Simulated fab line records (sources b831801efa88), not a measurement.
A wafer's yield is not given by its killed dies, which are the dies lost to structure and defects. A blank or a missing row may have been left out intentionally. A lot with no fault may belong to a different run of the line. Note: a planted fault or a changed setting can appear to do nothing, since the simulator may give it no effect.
Which of the tools did it? ; flow sky130 ; Sampling: 14 lots, 42 wafers, 5 of 708 route steps

WHAT EACH GAUGE READ, for each wafer
SKY_VIA4_BOW_MEAS_03.
lot;measured;on;VIA4_BOW (um)
L504;day 42 05:01;film-metro-04;69 82 75
L505;day 42 11:34;film-metro-04;87 80 78
L506;day 42 15:36;film-metro-03;83 77 76
L509;day 43 18:37;film-metro-04;84 78 83
L510;day 43 18:53;film-metro-04;77 78 74
L508;day 43 19:07;film-metro-01;67 63 67
L511;day 44 13:46;film-metro-04;74 75 72
L512;day 44 20:43;film-metro-03;79 82 84
L513;day 44 21:03;film-metro-03;91 77 79
L515;day 45 06:34;film-metro-03;74 70 87
L520;day 46 19:49;film-metro-04;72 81 79 - - -
L522;day 47 00:38;film-metro-03;75 82 75
L521;day 47 01:52;film-metro-01;85 77 82 - - -
L527;day 48 03:11;film-metro-03;77 69 77

WHAT TOOL EACH LOT RAN ON (gives the tool, then ch and the chambers of the sampled wafers, and finally the start)
lot;SKY_METAL4_SPUTTER_03;SKY_CAP2M_METAL_ETCH_13;SKY_METAL4_ETCH_17;SKY_VIA4_CMP_02
L504;pvd-sputter-02, day 40 01:31;rie-metal-04 ch 0,1, day 41 02:07;rie-diel-02 ch 0,1, day 42 03:37;cmp-02 ch 0,1,3, day 42 04:49
L505;pvd-sputter-04, day 40 08:47;rie-metal-01 ch 0,1, day 41 09:02;rie-diel-03 ch 0,1,2, day 42 10:10;cmp-01 ch 0,3, day 42 11:13
L506;pvd-sputter-01, day 40 12:12;rie-metal-04 ch 0,1, day 41 13:01;rie-diel-02 ch 0,2,3, day 42 14:13;cmp-02 ch 0,3, day 42 15:18
L509;pvd-sputter-02, day 41 17:11;rie-metal-01 ch 0,1, day 42 17:20;rie-diel-04 ch 0,2,3, day 43 17:14;cmp-02 ch 0,2,3, day 43 18:22
L510;pvd-sputter-02, day 41 17:29;rie-metal-02 ch 0,1, day 42 17:31;rie-diel-03 ch 0,3, day 43 17:34;cmp-01 ch 0,1, day 43 18:35
L508;pvd-sputter-04, day 41 17:55;rie-metal-01 ch 0,1, day 42 17:36;rie-diel-02 ch 0,1, day 43 17:35;cmp-02 ch 0,1,2, day 43 18:53
L511;pvd-sputter-04, day 42 12:13;rie-metal-04 ch 0,1, day 43 11:50;rie-diel-03 ch 0,2,3, day 44 11:58;cmp-01 ch 0,2,3, day 44 13:31
L512;pvd-sputter-01, day 42 19:49;rie-metal-02 ch 1, day 43 18:56;rie-diel-03 ch 1,2,3, day 44 19:14;cmp-02 ch 0,1,3, day 44 20:25
L513;pvd-sputter-01, day 42 20:17;rie-metal-04 ch 0,1, day 43 20:18;rie-diel-02 ch 0,2, day 44 19:39;cmp-02 ch 1,2,3, day 44 20:50
L515;pvd-sputter-01, day 43 06:38;rie-metal-01 ch 0,1, day 44 05:54;rie-diel-02 ch 1,2,3, day 45 05:14;cmp-02 ch 1,2,3, day 45 06:22
L520;pvd-sputter-02, day 44 22:49;rie-metal-04 ch 0,1, day 45 20:28;rie-diel-02 ch 0,1,3, day 46 18:17;cmp-02 ch 0,2, day 46 19:29
L522;pvd-sputter-01, day 45 04:05;rie-metal-04 ch 1, day 46 01:58;rie-diel-03 ch 0,1,2, day 46 23:17;cmp-01 ch 0,2,3, day 47 00:19
L521;pvd-sputter-04, day 45 06:14;rie-metal-01 ch 0,1, day 46 03:40;rie-diel-02 ch 1,2,3, day 47 00:32;cmp-02 ch 0,1,2, day 47 01:37
L527;pvd-sputter-04, day 46 09:22;rie-metal-04 ch 1, day 47 04:53;rie-diel-04 ch 0,1,3, day 48 01:46;cmp-01 ch 0,2, day 48 02:52
- SKY_METAL4_SPUTTER_03: material Ti, target thk 5 nm, time 3.3 s.
- SKY_CAP2M_METAL_ETCH_13: etches TiN in Cl2/BCl3, stops on SiO2, target depth 220 nm, time 62.9 s.
- SKY_METAL4_ETCH_17: etches SiO2 in C4F8/O2/Ar, stops on TiN, time 3.9 s, target depth 15 nm.
- SKY_VIA4_CMP_02: polishes SiO2.

WHAT THE TOOLS THEMSELVES READ (means of the sampled wafers that have a number; where no wafer has one, the mark that the record gives instead)
SKY_METAL4_SPUTTER_03.
lot;tool;throttle-valve-pct (%)
L504;pvd-sputter-02;30.6
L505;pvd-sputter-04;29.3
L506;pvd-sputter-01;28.8
L509;pvd-sputter-02;29.8
L510;pvd-sputter-02;30.8
L508;pvd-sputter-04;29.1
L511;pvd-sputter-04;29.4
L512;pvd-sputter-01;29.0
L513;pvd-sputter-01;29.3
L515;pvd-sputter-01;29.0
L520;pvd-sputter-02;29.3
L522;pvd-sputter-01;28.8
L521;pvd-sputter-04;29.3
L527;pvd-sputter-04;28.6

SKY_CAP2M_METAL_ETCH_13.
lot;tool;bcl3-flow-sccm (sccm);drypump-motor-current-A (A);mfc-cl2-sccm (sccm);oes-product-au (a.u.);throttle-valve-pct (%)
L504;rie-metal-04;30.11;6.16;60.12;0.943;21.414
L505;rie-metal-01;30.00;5.72;60.02;0.943;21.423
L506;rie-metal-04;30.11;6.02;59.89;0.960;21.405
L509;rie-metal-01;29.99;5.75;60.11;0.950;21.407
L510;rie-metal-02;30.06;5.86;60.02;0.943;21.414
L508;rie-metal-01;30.00;5.76;60.02;0.952;21.414
L511;rie-metal-04;29.98;6.18;59.90;0.957;21.394
L512;rie-metal-02;30.09;6.37;59.91;0.952;21.406
L513;rie-metal-04;30.10;5.99;59.96;0.952;21.397
L515;rie-metal-01;30.00;5.71;59.89;0.942;21.416
L520;rie-metal-04;30.04;6.16;60.08;0.942;21.403
L522;rie-metal-04;29.98;6.32;60.31;0.944;21.410
L521;rie-metal-01;29.98;5.72;59.87;0.949;21.404
L527;rie-metal-04;30.18;6.30;60.11;0.954;21.409

SKY_METAL4_ETCH_17.
lot;tool;oes-product-au (a.u.)
L504;rie-diel-02;0.755
L505;rie-diel-03;0.756
L506;rie-diel-02;0.753
L509;rie-diel-04;0.753
L510;rie-diel-03;0.761
L508;rie-diel-02;0.744
L511;rie-diel-03;0.750
L512;rie-diel-03;0.755
L513;rie-diel-02;0.747
L515;rie-diel-02;0.761
L520;rie-diel-02;0.744
L522;rie-diel-03;0.759
L521;rie-diel-02;0.749
L527;rie-diel-04;0.754

SKY_VIA4_CMP_02.
lot;tool;motor-current-A (A)
L504;cmp-02;12.0
L505;cmp-01;12.8
L506;cmp-02;13.6
L509;cmp-02;12.9
L510;cmp-01;13.8
L508;cmp-02;11.8
L511;cmp-01;12.7
L512;cmp-02;12.4
L513;cmp-02;12.0
L515;cmp-02;12.0
L520;cmp-02;12.3
L522;cmp-01;12.6
L521;cmp-02;11.7
L527;cmp-01;13.0

THE ANSWER, worked out from the rows above alone
Rule: usual is defined by the lots themselves. Put in order of their means at a reading, lots are off if they are a third of the lots or fewer, leave a main group of 4 or more, and stand apart from it by a gap of 3 or more times the standard deviation of the main group's means; of several such gaps the widest counts. The tables above print the reading to a certain number of digits; a main group whose means all agree to those digits is not used. Also off: a lot with no number at a reading for which 4 or more lots have one. All remaining lots with rows at the step are treated as sound. Order of review: gauges by route order, followed by the tools' own readings, for which a lot's mean as printed above is used. The first step at which some lot is off is used, and at that step the reading that is off furthest; a lot without a number counts as furthest.
Across all readings shown, no lot is off: no conclusion can be drawn from this.

WHAT THE SIMULATOR HAD INSERTED
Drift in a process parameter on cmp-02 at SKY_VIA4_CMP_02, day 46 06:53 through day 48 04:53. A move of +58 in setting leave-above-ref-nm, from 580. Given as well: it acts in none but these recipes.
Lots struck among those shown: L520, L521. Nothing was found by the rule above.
